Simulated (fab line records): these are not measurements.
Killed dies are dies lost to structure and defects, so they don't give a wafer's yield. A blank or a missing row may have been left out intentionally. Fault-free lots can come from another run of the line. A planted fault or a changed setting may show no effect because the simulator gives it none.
Matching of chambers ; flow sky130 ; SKY_VIA1_ETCH_14 on rie diel-01 has 4 sister chambers
The step etches BARC in N2/H2, stops on SiO2, time 45.9 s, target depth 60 nm. 18 wafers are shown with their chamber, then 9 later ones without.

== EACH WAFER AND ITS CHAMBER ==
wafer;chamber;drypump motor current A (A);rf fwd power W (W);throttle valve pct (%)
L074.2;3;5.2;497.4;13.226
L074.4;2;4.8;495.4;13.204
L074.5;0;5.9;494.9;13.231
L079.4;3;5.3;496.7;13.220
L079.5;1;6.6;491.4;13.231
L079.6;0;5.9;494.6;13.228
L080.3;3;5.3;498.7;13.234
L080.5;1;6.6;494.0;13.214
L080.6;2;4.8;494.8;13.222
L081.3;0;5.9;491.5;13.238
L081.4;2;4.8;493.8;13.220
L081.6;2;4.8;493.9;13.226
L084.2;0;5.9;491.2;13.221
L084.3;2;4.8;495.7;13.223
L084.6;2;4.8;494.6;13.235
L087.1;3;5.3;494.6;13.234
L087.2;2;4.8;494.0;13.234
L087.5;3;5.2;493.3;13.223

SIGNATURES, as means of the wafers listed above
reading;chamber 0;chamber 1;chamber 2;chamber 3;scatter within a chamber
drypump motor current A;5.900;6.600;4.800;5.260;0.0293
rf fwd power W;493.050;492.700;494.600;496.140;1.63
throttle valve pct;13.22950;13.22250;13.22343;13.22740;0.00887
Rule: distance of a wafer from a chamber = root of the sum over the readings of ((wafer's reading minus chamber's mean) / reading's scatter) squared. If the next closest chamber is less than 2 further off than the closest, the wafer can't be placed; otherwise it belongs to the closest. The scatter is the square root of a quotient: the sum, over the shown wafers, of each reading's squared deviation from its chamber's mean, divided by wafers minus chambers.

== WAFERS WITHOUT THEIR CHAMBER ==
wafer;drypump motor current A (A);rf fwd power W (W);throttle valve pct (%)
L091.1;6.6;492.8;13.225
L091.2;5.9;494.5;13.234
L091.5;6.5;493.8;13.225
L093.1;6.6;492.8;13.210
L093.3;5.2;498.7;13.224
L093.6;6.6;493.6;13.227
L095.1;5.2;494.7;13.226
L095.4;6.6;496.9;13.214
L095.6;5.9;494.8;13.218

== EACH ONE'S CHAMBER ==
wafer;from the rows above;in truth
L091.1;1;1
L091.2;0;0
L091.5;1;1
L093.1;1;1
L093.3;3;3
L093.6;1;1
L095.1;3;3
L095.4;1;1
L095.6;0;0
Placed correctly: 9 of 9. Not placeable from these rows: 0. Number placed wrongly: 0.
